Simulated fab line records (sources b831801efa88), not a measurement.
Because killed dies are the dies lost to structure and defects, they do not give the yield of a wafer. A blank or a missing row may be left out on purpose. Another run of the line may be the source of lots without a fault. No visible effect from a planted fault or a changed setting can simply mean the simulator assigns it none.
fab line records    flow sky130
[record] lots = 5  wafers = 23
route steps=708 shown CAPM@550 VIA3@575 METAL4@600 CAP2M@605 VIA4@641
start_h: hours from the record's opening day to when the first of the lot's shown wafers began    wait_h: hours elapsed since this lot's preceding step    " the same as in the row above    L1.1+2: several wafers, shown together as one row    - no value, or no start was given    * or withheld: withheld    < > ~ a bound
route shown NAME@n: NAME is a module with steps in the file, n the number in the route of the first one    usual: mean and standard deviation over wafers with no fault    same: alike in all rows    chamber/n: place in a boat    sites: each site's reading    _std_site: standard deviation across them    _edge_site: inner sites' mean taken away from outer sites' mean    radius_mm: how far each site lies from the wafer's centre    mask NAME#n: copy n    behind: the tool/chamber that last shaped the wafer    hold: cause of the lot's hold/its duration in hours/its outcome    device: the n, p or np transistor that did not switch    end of line: the route-end tests of the same wafers    step lacking rows: just its recipe    killed: not the wafer's yield, but the dies lost to structure and defects at the first sort    map: per-die view of a wafer (x killed, . not killed, _ where there is no die)
set.NAME: the setting as run; set.NAME@STEP: as run at that earlier step    model.NAME: the simulator's own value behind a step, which no gauge read
lots with deliberately changed settings; one table per step, one row per wafer
[[steps]]
[step SKY_CAPM_METAL_ETCH_13]
[recipe] target_depth_nm = 220  stop_on = SiO2  chemistry = Cl2/BCl3  target = TiN  pressure_mtorr = 10  icp_w = 900  bias_w = 48.5  Cl2_flow_sccm = 60  bcl3_flow_sccm = 30  time_s = 62.9
[usual] oes_product_au = 0.941/0.0072
lot.wafer  tool          chamber  start_h  wait_h  set.time_s  set.time_s@CAPM_SPUTTER_02  oes_product_au  model.NOVOLAK_of_CAPM_COAT_07.thk_nm
L079.1     rie_metal-02  1        945.91   0.0     68.94       166.7                       0.924           984.5
L079.2     "             0        "        "       62.9        157.7                       0.914           -
L079.3     "             0        "        "       62.9        166.7                       0.936           995
L079.4     "             1        "        "       68.94       166.7                       0.916           980.4
L079.6     "             0        "        "       62.9        157.7                       0.907           -
L077.1     rie_metal-02  0        947.46   0.0     59.99       166.7                       0.981           995.3
L077.2     "             1        "        "       62.9        166.7                       0.940           990.5
L077.3     "             1        "        "       62.9        166.7                       0.947           989.4
L077.5     "             1        "        "       59.99       181.4                       0.997           -
L077.6     "             0        "        "       62.9        181.4                       0.997           -
L080.1     rie_metal-01  0        954.36   0.0     62.9        166.7                       0.941           993.6
L080.2     "             1        "        "       62.9        166.7                       0.933           987.9
L080.4     "             0        "        "       62.9        142.5                       0.866           -
L080.5     "             1        "        "       62.9        142.5                       0.856           -
L080.6     "             0        "        "       62.9        142.5                       0.854           -
L084.1     rie_metal-02  1        1015.84  0.0     62.9        145.9                       0.872           -
L084.3     "             0        "        "       66.26       166.7                       0.936           975.7
L084.4     "             1        "        "       66.26       166.7                       0.917           978.6
L084.5     "             0        "        "       62.9        166.7                       0.937           986
L084.6     "             1        "        "       62.9        145.9                       0.856           -
L085.3     rie_metal-03  1        1017.49  0.0     62.9        166.7                       0.941           995
L085.4     "             0        "        "       62.9        166.7                       0.949           997
L085.5     "             1        "        "       62.9        166.7                       0.936           996.4
[step SKY_CAPM_STRIP_14]
[recipe] chemistry = O2/N2  power_w = 1400  pressure_mtorr = 1500  platen_temp_c = withheld  o2_flow_sccm = 3000  n2_flow_sccm = 300  overash_fraction = 0.5
[usual] strip_time_to_endpoint_s = 12.65/0.05
lot.wafer  tool             chamber  start_h  wait_h  set.time_s@CAPM_METAL_ETCH_13  strip_time_to_endpoint_s
L079.1     plasma_asher-01  1        945.99   0.1     68.94                          12.55
L079.2     "                0        "        "       62.9                           12.72
L079.3     "                1        "        "       62.9                           12.69
L079.4     "                0        "        "       68.94                          12.51
L079.6     "                1        "        "       62.9                           12.69
L077.1     plasma_asher-01  0        947.54   0.1     59.99                          12.68
L077.2     "                1        "        "       62.9                           12.61
L077.3     "                1        "        "       62.9                           12.61
L077.5     "                1        "        "       59.99                          12.69
L077.6     "                0        "        "       62.9                           12.58
L080.1     plasma_asher-01  1        954.44   0.1     62.9                           12.67
L080.2     "                0        "        "       62.9                           12.59
L080.4     "                0        "        "       62.9                           12.62
L080.5     "                0        "        "       62.9                           12.60
L080.6     "                1        "        "       62.9                           12.68
L084.1     plasma_asher-03  0        1015.92  0.1     62.9                           12.61
L084.3     "                0        "        "       66.26                          12.45
L084.4     "                1        "        "       66.26                          12.48
L084.5     "                1        "        "       62.9                           12.55
L084.6     "                0        "        "       62.9                           12.53
L085.3     plasma_asher-03  1        1017.57  0.1     62.9                           12.66
L085.4     "                0        "        "       62.9                           12.70
L085.5     "                0        "        "       62.9                           12.68
[step SKY_VIA3_CMP_02]
[recipe] material = SiO2  down_force_psi = 4  platen_rpm = 60  pad_velocity_m_s = 0.94248
lot.wafer  tool    chamber  start_h  wait_h  set.leave_above_ref_nm  model.SiO2_of_VIA3_HDPCVD_00.thk_nm
L079.1     cmp-01  1        974.14   0.3     465                     -
L079.2     "       2        "        "       465                     464.5
L079.4     "       3        "        "       465                     466.1
L079.3     "       0        "        "       465                     464.6
L079.6     "       1        "        "       465                     465.8
L077.1     cmp-02  2        975.64   0.1     498                     498.1
L077.2+6   "       3,2      "        "       498                     498.3
L077.3     "       1        "        "       465                     462.6
L077.5     "       3        "        "       465                     465.1
L080.2     cmp-01  2        982.96   0.0     465                     465.3
L080.1     "       0        "        "       431.4                   431.2
L080.4     "       1        "        "       465                     466.7
L080.6     "       2        "        "       465                     -
L080.5     "       3        "        "       431.4                   432
L084.1     cmp-01  1        1039.45  0.1     444.1                   -
L084.4     "       2        "        "       444.1                   446.5
L084.3     "       3        "        "       465                     468.1
L084.5     "       1        "        "       465                     -
L084.6     "       2        "        "       444.1                   447.7
L085.3     cmp-01  0        1041.99  0.4     465                     464.4
L085.4     "       1        "        "       465                     466.5
L085.5     "       2        "        "       465                     465.8
[step SKY_VIA3_ETCH_15]
[recipe] target = SiO2  chemistry = C4F8/O2/Ar  target_depth_nm = 507  stop_on = TiN  mask_material = KrF-thick  source_w = 1500  bias_w = 1200  pressure_mtorr = 40  c4f8_flow_sccm = withheld  O2_flow_sccm = 6  Ar_flow_sccm = 300  time_s = 78
[usual] oes_product_au = 0.947/0.0044
lot.wafer  tool         chamber  start_h  wait_h  set.bias_w  set.leave_above_ref_nm@VIA3_CMP_02  oes_product_au  model.VIA3.feature_depth_nm
L079.1     rie_diel-02  1        1000.84  0.0     1200        465                                 0.951           465.4
L079.2     "            0        "        "       1200        465                                 0.940           464.5
L079.3     "            3        "        "       1200        465                                 0.946           464.6
L079.4     "            2        "        "       1200        465                                 0.953           466.1
L079.6     "            0        "        "       1200        465                                 0.943           465.8
L077.1     rie_diel-02  2        1001.49  0.0     1200        498                                 0.979           495.5
L077.2     "            0        "        "       1200        498                                 0.980           498.3
L077.3     "            1        "        "       1200        465                                 0.943           462.6
L077.5     "            0        "        "       1200        465                                 0.947           465.1
L077.6     "            3        "        "       1200        498                                 0.986           498.3
L080.1     rie_diel-04  0        1007.54  0.0     1200        431.4                               0.908           431.2
L080.2     "            3        "        "       1149        465                                 0.950           465.3
L080.4     "            1        "        "       1149        465                                 0.953           466.7
L080.5     "            3        "        "       1149        431.4                               0.907           432
L080.6     "            2        "        "       1200        465                                 0.946           465.5
L084.1     rie_diel-02  1        1061.54  0.0     1200        444.1                               0.920           448.1
L084.3     "            3        "        "       1200        465                                 0.949           468.1
L084.4     "            2        "        "       1200        444.1                               0.923           446.5
L084.5     "            0        "        "       1200        465                                 0.953           468
L084.6     "            1        "        "       1200        444.1                               0.928           447.7
L085.3     rie_diel-03  2        1064.22  0.0     1200        465                                 0.945           464.4
L085.4     "            0        "        "       1200        465                                 0.947           466.5
L085.5     "            2        "        "       1200        465                                 0.949           465.8
[step SKY_METAL4_SPUTTER_02]
[recipe] material = AlCu  target_thk_nm = 735  power_w = 10600  time_s = 39.1  chamber_pressure_pa = 0.4
lot.wafer  tool            chamber  start_h  wait_h  set.time_s  model.AlCu_of_METAL4_SPUTTER_02.thk_nm
L079.1     pvd_sputter-01  -        1002.21  0.0     41.14       780
L079.2     "               -        "        "       41.14       779.6
L079.3     "               -        "        "       41.14       783.9
L079.4     "               -        "        "       39.1        745.6
L079.6     "               -        "        "       39.1        749.1
L077.1     pvd_sputter-04  -        1002.88  0.0     39.1        736.3
L077.2     "               -        "        "       39.1        738.5
L077.3     "               -        "        "       39.1        738.4
L077.5     "               -        "        "       39.1        734.7
L077.6     "               -        "        "       39.1        739.9
L080.1     pvd_sputter-04  -        1008.90  0.0     39.1        729.8
L080.2     "               -        "        "       36.23       669.1
L080.4     "               -        "        "       39.1        731.4
L080.5     "               -        "        "       39.1        733.2
L080.6     "               -        "        "       36.23       678.9
L084.1     pvd_sputter-01  -        1062.93  0.0     44.62       829.3
L084.3     "               -        "        "       39.1        730.6
L084.4     "               -        "        "       39.1        734.4
L084.5     "               -        "        "       44.62       832.3
L084.6     "               -        "        "       39.1        738.9
L085.3     pvd_sputter-04  -        1065.62  0.0     39.1        738.1
L085.4     "               -        "        "       39.1        740.3
L085.5     "               -        "        "       39.1        745.8
[step SKY_CAP2M_SPUTTER_02]
[recipe] material = TiN  target_thk_nm = 200  temp_c = 300  power_w = 6500  time_s = 166.7  chamber_pressure_pa = 0.4
lot.wafer  tool            chamber  start_h  wait_h  set.power_w  model.TiN_of_CAP2M_SPUTTER_02.thk_nm
L079.1     pvd_sputter-01  -        1002.41  0.1     6500         199.8
L079.2     "               -        "        "       6081         187.6
L079.3     "               -        "        "       6081         187.1
L079.4     "               -        "        "       6081         188.1
L079.6     "               -        "        "       6500         198.9
L077.1     pvd_sputter-01  -        1003.08  0.1     6500         201.3
L077.2     "               -        "        "       6500         198
L077.3     "               -        "        "       6500         199.3
L077.5     "               -        "        "       6500         201.6
L077.6     "               -        "        "       6500         197.5
L080.1     pvd_sputter-01  -        1009.09  0.1     7180         218.7
L080.2     "               -        "        "       7180         221.4
L080.4     "               -        "        "       6500         197.7
L080.5     "               -        "        "       6500         201.5
L080.6     "               -        "        "       6500         198.6
L084.1     pvd_sputter-03  -        1063.12  0.1     6500         201.4
L084.3     "               -        "        "       6299         195.6
L084.4     "               -        "        "       6299         197.1
L084.5     "               -        "        "       6500         200.4
L084.6     "               -        "        "       6500         202.8
L085.3     pvd_sputter-03  -        1065.81  0.0     6500         198
L085.4     "               -        "        "       6500         197.7
L085.5     "               -        "        "       6500         198.4
[step SKY_CAP2M_RS_MEAS_03]
[recipe] thk_meas_gauge = four-point-probe  reads = TiN_of_CAP2M_SPUTTER_02
[usual] CAP2M_TIN_RS = 6.94/0.067
lot.wafer  tool           chamber  start_h  wait_h  set.power_w@CAP2M_SPUTTER_02  CAP2M_TIN_RS[ohm/sq]
L079.1     film_metro-04  -        1002.52  0.1     6500                          6.91
L079.2     "              -        "        "       6081                          7.38
L079.3     "              -        "        "       6081                          7.40
L079.4     "              -        "        "       6081                          7.35
L079.6     "              -        "        "       6500                          6.94
L077.1     film_metro-01  -        1003.19  0.1     6500                          6.85
L077.2     "              -        "        "       6500                          6.98
L077.3     "              -        "        "       6500                          6.92
L077.5     "              -        "        "       6500                          6.84
L077.6     "              -        "        "       6500                          6.99
L080.1     film_metro-04  -        1009.20  0.1     7180                          6.31
L080.2     "              -        "        "       7180                          6.23
L080.4     "              -        "        "       6500                          6.99
L080.5     "              -        "        "       6500                          6.85
L080.6     "              -        "        "       6500                          6.96
L084.1     film_metro-04  -        1063.23  0.1     6500                          6.85
L084.3     "              -        "        "       6299                          7.06
L084.4     "              -        "        "       6299                          7.03
L084.5     "              -        "        "       6500                          6.89
L084.6     "              -        "        "       6500                          6.82
L085.3     film_metro-04  -        1065.95  0.1     6500                          6.98
L085.4     "              -        "        "       6500                          6.99
L085.5     "              -        "        "       6500                          6.97
[step SKY_CAP2M_THK_MEAS_04]
[recipe] thk_meas_gauge = xrf  reads = TiN_of_CAP2M_SPUTTER_02
[usual] CAP2M_TIN_THK = 199.9/2.1
lot.wafer  tool           chamber  start_h  wait_h  set.power_w@CAP2M_SPUTTER_02  CAP2M_TIN_THK[nm]
L079.1     film_metro-04  -        1002.64  0.1     6500                          200.4
L079.2     "              -        "        "       6081                          188.3
L079.3     "              -        "        "       6081                          187.2
L079.4     "              -        "        "       6081                          188.1
L079.6     "              -        "        "       6500                          199.2
L077.1     film_metro-01  -        1003.31  0.1     6500                          202.8
L077.2     "              -        "        "       6500                          200.0
L077.3     "              -        "        "       6500                          200.9
L077.5     "              -        "        "       6500                          203.4
L077.6     "              -        "        "       6500                          199.3
L080.1     film_metro-04  -        1009.32  0.1     7180                          218.8
L080.2     "              -        "        "       7180                          222.3
L080.4     "              -        "        "       6500                          199.5
L080.5     "              -        "        "       6500                          203.3
L080.6     "              -        "        "       6500                          200.1
L084.1     film_metro-04  -        1063.35  0.1     6500                          202.4
L084.3     "              -        "        "       6299                          196.9
L084.4     "              -        "        "       6299                          198.6
L084.5     "              -        "        "       6500                          201.5
L084.6     "              -        "        "       6500                          203.7
L085.3     film_metro-04  -        1066.05  0.1     6500                          198.1
L085.4     "              -        "        "       6500                          198.6
L085.5     "              -        "        "       6500                          200.1
[step SKY_CAP2M_METAL_ETCH_13]
[recipe] target_depth_nm = 220  stop_on = SiO2  chemistry = Cl2/BCl3  target = TiN  pressure_mtorr = 10  icp_w = 900  bias_w = 48.5  Cl2_flow_sccm = 60  bcl3_flow_sccm = 30  time_s = 62.9
[usual] oes_product_au = 0.940/0.0073
lot.wafer  tool          chamber  start_h  wait_h  set.pressure_mtorr  set.power_w@CAP2M_SPUTTER_02  oes_product_au
L079.1     rie_metal-04  0        1023.33  0.0     9.474               6500                          0.935
L079.2     "             1        "        "       9.474               6081                          0.905
L079.3     "             0        "        "       9.474               6081                          0.898
L079.4     "             1        "        "       9.474               6081                          0.908
L079.6     "             0        "        "       9.474               6500                          0.942
L077.1     rie_metal-03  0        1024.41  0.0     9.269               6500                          0.942
L077.2     "             1        "        "       9.269               6500                          0.940
L077.3     "             0        "        "       9.269               6500                          0.938
L077.5     "             1        "        "       9.269               6500                          0.947
L077.6     "             0        "        "       9.269               6500                          0.936
L080.1     rie_metal-04  1        1030.29  0.0     10.52               7180                          0.992
L080.2     "             0        "        "       10.52               7180                          0.985
L080.4     "             0        "        "       10.52               6500                          0.938
L080.5     "             0        "        "       10.52               6500                          0.949
L080.6     "             1        "        "       10.52               6500                          0.942
L084.1     rie_metal-03  0        1084.39  0.0     10.55               6500                          0.947
L084.3     "             1        "        "       10.55               6299                          0.937
L084.4     "             0        "        "       10.55               6299                          0.931
L084.5     "             0        "        "       10.55               6500                          0.947
L084.6     "             1        "        "       10.55               6500                          0.951
L085.3     rie_metal-04  0        1086.14  0.0     10                  6500                          0.939
L085.4     "             1        "        "       10                  6500                          0.934
L085.5     "             1        "        "       10                  6500                          0.933
[step SKY_METAL4_EXPOSE_10]
[recipe] mask_id = MM4  na = 0.68  source_shape = annular  sigma_inner = 0.4  sigma_outer = 0.8  target_cd_nm = 300  dose_mj = 28
lot.wafer       tool            chamber  start_h  wait_h  mask   set.dose_mj
L079.1+2+3+4+6  krf_scanner-02  0        -        -       MM4#0  28
L077.1+2        krf_scanner-02  0        -        -       MM4#0  29
L077.3+5+6      "               0        "        "       MM4#0  28
L080.1+2+4+5+6  krf_scanner-02  0        -        -       MM4#0  28
L084.1+4        krf_scanner-01  0        -        -       MM4#0  28
L084.3+5+6      "               0        "        "       MM4#0  25.92
L085.3+4+5      krf_scanner-02  0        -        -       MM4#0  28
[step SKY_METAL4_PEB_11]
[recipe] peb_temp_c = withheld  peb_time_s = withheld  resist = KrF-thick
[step SKY_METAL4_DEVELOP_12]
[recipe] develop_time_s = 60  resist = KrF-thick  dev_temp_c = 21
[step SKY_METAL4_CD_MEAS_13]
[recipe] target_cd_nm = 300
[usual] cd_nm = 300.3/1.3
lot.wafer  tool       chamber  start_h  wait_h  set.dose_mj@METAL4_EXPOSE_10  cd_nm
L079.1     cd_sem-02  -        1047.18  -       28                            300.5
L079.2     "          -        "        "       28                            301.1
L079.3     "          -        "        "       28                            302.6
L079.4     "          -        "        "       28                            301.7
L079.6     "          -        "        "       28                            301.9
L077.1     cd_sem-02  -        1048.23  -       29                            296.6
L077.2     "          -        "        "       29                            295.2
L077.3     "          -        "        "       28                            301.6
L077.5     "          -        "        "       28                            300.1
L077.6     "          -        "        "       28                            301.7
L080.1     cd_sem-02  -        1054.76  -       28                            301.5
L080.2     "          -        "        "       28                            299.8
L080.4     "          -        "        "       28                            301.2
L080.5     "          -        "        "       28                            302.4
L080.6     "          -        "        "       28                            300.6
L084.1     cd_sem-01  -        1106.71  -       28                            298.6
L084.3     "          -        "        "       25.92                         313.3
L084.4     "          -        "        "       28                            297.7
L084.5     "          -        "        "       25.92                         312.0
L084.6     "          -        "        "       25.92                         312.1
L085.3     cd_sem-02  -        1107.92  -       28                            302.3
L085.4     "          -        "        "       28                            300.6
L085.5     "          -        "        "       28                            299.8
[step SKY_METAL4_DESCUM_15]
[recipe] chemistry = O2  source_power_w = 150  bias_power_w = 0  pressure_mtorr = 10  temp_c = 40  time_s = 8
lot.wafer  tool          chamber  start_h  wait_h  set.dose_mj@METAL4_EXPOSE_10  model.METAL4.cd_nm
L079.1     rie_metal-04  0        1047.33  0.0     28                            301.2
L079.2     "             1        "        "       28                            301.9
L079.3     "             0        "        "       28                            302.6
L079.4     "             1        "        "       28                            302.3
L079.6     "             1        "        "       28                            302.2
L077.1     rie_metal-03  0        1048.38  0.0     29                            297.4
L077.2     "             1        "        "       29                            296.3
L077.3     "             0        "        "       28                            301.9
L077.5     "             0        "        "       28                            300.1
L077.6     "             1        "        "       28                            302.3
L080.1     rie_metal-03  1        1054.91  0.0     28                            302.5
L080.2     "             0        "        "       28                            300.7
L080.4     "             1        "        "       28                            302.4
L080.5     "             0        "        "       28                            302.9
L080.6     "             1        "        "       28                            301.2
L084.1     rie_metal-03  1        1106.86  0.0     28                            298.9
L084.3     "             0        "        "       25.92                         312.9
L084.4     "             1        "        "       28                            298.4
L084.5     "             0        "        "       25.92                         312.1
L084.6     "             1        "        "       25.92                         312.5
L085.3     rie_metal-01  1        1108.04  0.0     28                            302.1
L085.4     "             0        "        "       28                            300.8
L085.5     "             0        "        "       28                            299.6
[step SKY_METAL4_ETCH_16]
[recipe] chemistry = N2/H2  target = BARC  ion_energy_ev = 200  bias_w = 100  pressure_mtorr = 30  n2_flow_sccm = 100  h2_flow_sccm = 200  icp_w = 500  stop_on = SiO2  time_s = 88.2  target_depth_a = 600
[step SKY_METAL4_ETCH_17]
[recipe] target = SiO2  stop_on = TiN  chemistry = C4F8/O2/Ar  source_w = 1500  bias_w = 1200  pressure_mtorr = 40  c4f8_flow_sccm = withheld  O2_flow_sccm = 6  Ar_flow_sccm = 300  time_s = 3.9  target_depth_a = 150
[step SKY_METAL4_METAL_ETCH_18]
[recipe] target_depth_a = 8450  stop_on = SiO2  over_etch_frac = 0.3  time_s = 183.1  chemistry = Cl2/BCl3  resist_sidewall_deg = 88  pressure_mtorr = 10  icp_w = 900  bias_w = 48.5  Cl2_flow_sccm = 60  bcl3_flow_sccm = 30
[usual] oes_product_au = 0.865/0.0066
lot.wafer  tool          chamber  start_h  wait_h  set.time_s@METAL4_SPUTTER_02  oes_product_au  model.METAL4.feature_depth_nm
L079.1     rie_metal-03  0        1047.48  0.0     41.14                         0.892           -
L079.2     "             1        "        "       41.14                         0.889           910.4
L079.3     "             1        "        "       41.14                         0.890           915.2
L079.4     "             0        "        "       39.1                          0.871           875.4
L079.6     "             1        "        "       39.1                          0.870           879.8
L077.1     rie_metal-01  1        1048.53  0.0     39.1                          0.869           866.8
L077.2     "             0        "        "       39.1                          0.867           868.8
L077.3     "             1        "        "       39.1                          0.863           869.9
L077.5     "             0        "        "       39.1                          0.864           865.6
L077.6     "             1        "        "       39.1                          0.871           870.8
L080.1     rie_metal-04  1        1055.06  0.0     39.1                          0.857           860.3
L080.2     "             0        "        "       36.23                         0.821           798.7
L080.4     "             0        "        "       39.1                          0.860           862.6
L080.5     "             0        "        "       39.1                          0.870           863.8
L080.6     "             1        "        "       36.23                         0.830           -
L084.1     rie_metal-04  1        1107.01  0.0     44.62                         0.922           -
L084.3     "             1        "        "       39.1                          0.864           861.2
L084.4     "             0        "        "       39.1                          0.864           863.8
L084.5     "             0        "        "       44.62                         0.923           -
L084.6     "             1        "        "       39.1                          0.870           869.6
L085.3     rie_metal-03  0        1108.24  0.1     39.1                          0.873           867.5
L085.4     "             1        "        "       39.1                          0.865           869
L085.5     "             0        "        "       39.1                          0.873           875
[step SKY_VIA4_CMP_02]
[recipe] material = SiO2  down_force_psi = 4  platen_rpm = 60  pad_velocity_m_s = 0.94248
lot.wafer  tool    chamber  start_h  wait_h  set.leave_above_ref_nm  model.SiO2_of_VIA4_HDPCVD_00.thk_nm
L079.4+1   cmp-02  3,1      1048.50  0.0     622.3                   -
L079.3     "       0        "        "       580                     579.7
L079.2     "       2        "        "       580                     580.5
L079.6     "       3        "        "       580                     -
L077.1     cmp-02  1        1049.59  0.1     549.6                   -
L077.2     "       2        "        "       580                     579.9
L077.3     "       3        "        "       580                     -
L077.5     "       0        "        "       549.6                   549.5
L077.6     "       1        "        "       580                     579.6
L080.1     cmp-02  1        1056.07  0.1     610.5                   608.7
L080.4+2   "       2,0      "        "       580                     -
L080.6     "       1        "        "       580                     578.4
L080.5     "       2        "        "       610.5                   -
L084.1     cmp-01  1        1108.14  0.1     580                     580.8
L084.4     "       2        "        "       580                     581.9
L084.3     "       3        "        "       580                     581.6
L084.5     "       0        "        "       580                     580.2
L084.6     "       1        "        "       580                     581.8
L085.3     cmp-01  1        1109.27  0.0     580                     580.1
L085.4     "       0        "        "       580                     580.3
L085.5     "       1        "        "       580                     581.6
[step SKY_VIA4_HMDS_05]
[recipe] prime_time_s = 60  prime_temp_c = 120
lot.wafer       tool            chamber  start_h  wait_h  set.prime_temp_c
L079.1+2+4      litho_track-04  0        1058.31  0.1     120
L079.3+6        "               0        "        "       122.9
L077.1+6        litho_track-03  0        1059.14  0.1     123.1
L077.2+3+5      "               0        "        "       120
L080.1+2+4+5+6  litho_track-04  0        1067.91  0.1     120
L084.1+3        litho_track-03  0        1118.84  0.1     120
L084.4+5+6      "               0        "        "       116.9
L085.3+4+5      litho_track-03  0        1119.49  0.1     120
[step SKY_VIA4_COAT_06]
[recipe] resist = NOVOLAK  spin_rpm = 3000  resist_thk_nm = 1140
[step SKY_VIA4_SOFTBAKE_07]
[recipe] temp_c = 90  time_s = 60  resist = NOVOLAK
[step SKY_VIA4_DEVELOP_10]
[recipe] resist = NOVOLAK  developer = TMAH  develop_time_s = 60  dev_temp_c = 23
[step SKY_VIA4_ETCH_12]
[recipe] target = SiO2  chemistry = C4F8/O2/Ar  stop_on = TiN  mask_material = NOVOLAK  source_w = 1500  bias_w = 1200  pressure_mtorr = 40  c4f8_flow_sccm = withheld  O2_flow_sccm = 6  Ar_flow_sccm = 300  time_s = withheld  target_depth_a = 5800
[usual] oes_product_au = 0.926/0.0045
lot.wafer  tool         chamber  start_h  wait_h  set.leave_above_ref_nm@VIA4_CMP_02  oes_product_au  model.VIA4.feature_depth_nm
L079.1     rie_diel-02  2        1070.51  0.0     622.3                               0.967           620.4
L079.2     "            1        "        "       580                                 0.937           580.5
L079.3     "            0        "        "       580                                 0.933           579.7
L079.4     "            3        "        "       622.3                               0.967           623.6
L079.6     "            1        "        "       580                                 0.926           581
L077.1     rie_diel-02  1        1071.53  0.0     549.6                               0.895           548.2
L077.2     "            2        "        "       580                                 0.923           579.9
L077.3     "            3        "        "       580                                 0.927           581
L077.5     "            1        "        "       549.6                               0.898           549.5
L077.6     "            2        "        "       580                                 0.926           579.6
L080.1     rie_diel-02  3        1077.79  0.0     610.5                               0.955           608.7
L080.2     "            0        "        "       580                                 0.916           580.3
L080.4     "            1        "        "       580                                 0.930           578.3
L080.5     "            3        "        "       610.5                               0.960           610.3
L080.6     "            0        "        "       580                                 0.931           578.4
L084.1     rie_diel-02  2        1129.26  0.0     580                                 0.925           580.8
L084.3     "            1        "        "       580                                 0.925           581.6
L084.4     "            3        "        "       580                                 0.924           581.9
L084.5     "            0        "        "       580                                 0.925           580.2
L084.6     "            1        "        "       580                                 0.921           581.8
L085.3     rie_diel-01  1        1129.78  0.0     580                                 0.924           580.1
L085.4     "            3        "        "       580                                 0.926           580.3
L085.5     "            1        "        "       580                                 0.924           581.6
[[key]]
[split] step = SKY_CAPM_METAL_ETCH_13  setting = time_s  stated = 62.9  by = wafer
[response] step = SKY_CAPM_METAL_ETCH_13  reading = model.NOVOLAK_of_CAPM_COAT_07.thk_nm  change = -1.36  per = 1%  r = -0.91
[response] step = SKY_CAPM_STRIP_14  reading = strip_time_to_endpoint_s  change = *  per = 1%  r = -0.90
[split] step = SKY_VIA3_CMP_02  setting = leave_above_ref_nm  stated = 465  by = wafer
[response] step = SKY_VIA3_CMP_02  reading = model.SiO2_of_VIA3_HDPCVD_00.thk_nm  change = +4.79  per = 1%  r = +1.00
[response] step = SKY_VIA3_ETCH_15  reading = oes_product_au  change = +0.00561  per = 1%  r = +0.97
[response] step = SKY_VIA3_ETCH_15  reading = model.VIA3.feature_depth_nm  change = +4.71  per = 1%  r = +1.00
[split] step = SKY_VIA3_ETCH_15  setting = bias_w  stated = 1200  by = wafer
response none clear
[split] step = SKY_METAL4_SPUTTER_02  setting = time_s  stated = 39.1  by = wafer
[response] step = SKY_METAL4_SPUTTER_02  reading = model.AlCu_of_METAL4_SPUTTER_02.thk_nm  change = +6.97  per = 1%  r = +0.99
[response] step = SKY_METAL4_METAL_ETCH_18  reading = oes_product_au  change = +0.00419  per = 1%  r = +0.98
[response] step = SKY_METAL4_METAL_ETCH_18  reading = model.METAL4.feature_depth_nm  change = +7.89  per = 1%  r = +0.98
[split] step = SKY_CAP2M_SPUTTER_02  setting = power_w  stated = 6500  by = wafer
[response] step = SKY_CAP2M_SPUTTER_02  reading = model.TiN_of_CAP2M_SPUTTER_02.thk_nm  change = +1.93  per = 1%  r = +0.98
[response] step = SKY_CAP2M_RS_MEAS_03  reading = CAP2M_TIN_RS  change = -0.065  per = 1%  r = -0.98
[response] step = SKY_CAP2M_THK_MEAS_04  reading = CAP2M_TIN_THK  change = +1.85  per = 1%  r = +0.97
[response] step = SKY_CAP2M_METAL_ETCH_13  reading = oes_product_au  change = +0.00464  per = 1%  r = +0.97
[split] step = SKY_CAP2M_METAL_ETCH_13  setting = pressure_mtorr  stated = 10  by = lot
response none clear
[split] step = SKY_METAL4_EXPOSE_10  setting = dose_mj  stated = 28  by = wafer
[response] step = SKY_METAL4_CD_MEAS_13  reading = cd_nm  change = -1.84  per = 1%  r = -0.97
[response] step = SKY_METAL4_DESCUM_15  reading = model.METAL4.cd_nm  change = -1.75  per = 1%  r = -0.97
[split] step = SKY_VIA4_CMP_02  setting = leave_above_ref_nm  stated = 580  by = wafer
[response] step = SKY_VIA4_CMP_02  reading = model.SiO2_of_VIA4_HDPCVD_00.thk_nm  change = +5.76  per = 1%  r = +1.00
[response] step = SKY_VIA4_ETCH_12  reading = oes_product_au  change = +0.0053  per = 1%  r = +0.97
[response] step = SKY_VIA4_ETCH_12  reading = model.VIA4.feature_depth_nm  change = +5.8  per = 1%  r = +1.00
[split] step = SKY_VIA4_HMDS_05  setting = prime_temp_c  stated = 120  by = wafer
response none clear
split outside_this_file step=SKY_CAPM_SPUTTER_02 setting=time_s
// split outside_this_file: this setting was split too, and the file shows its column; the key of that split is in another file
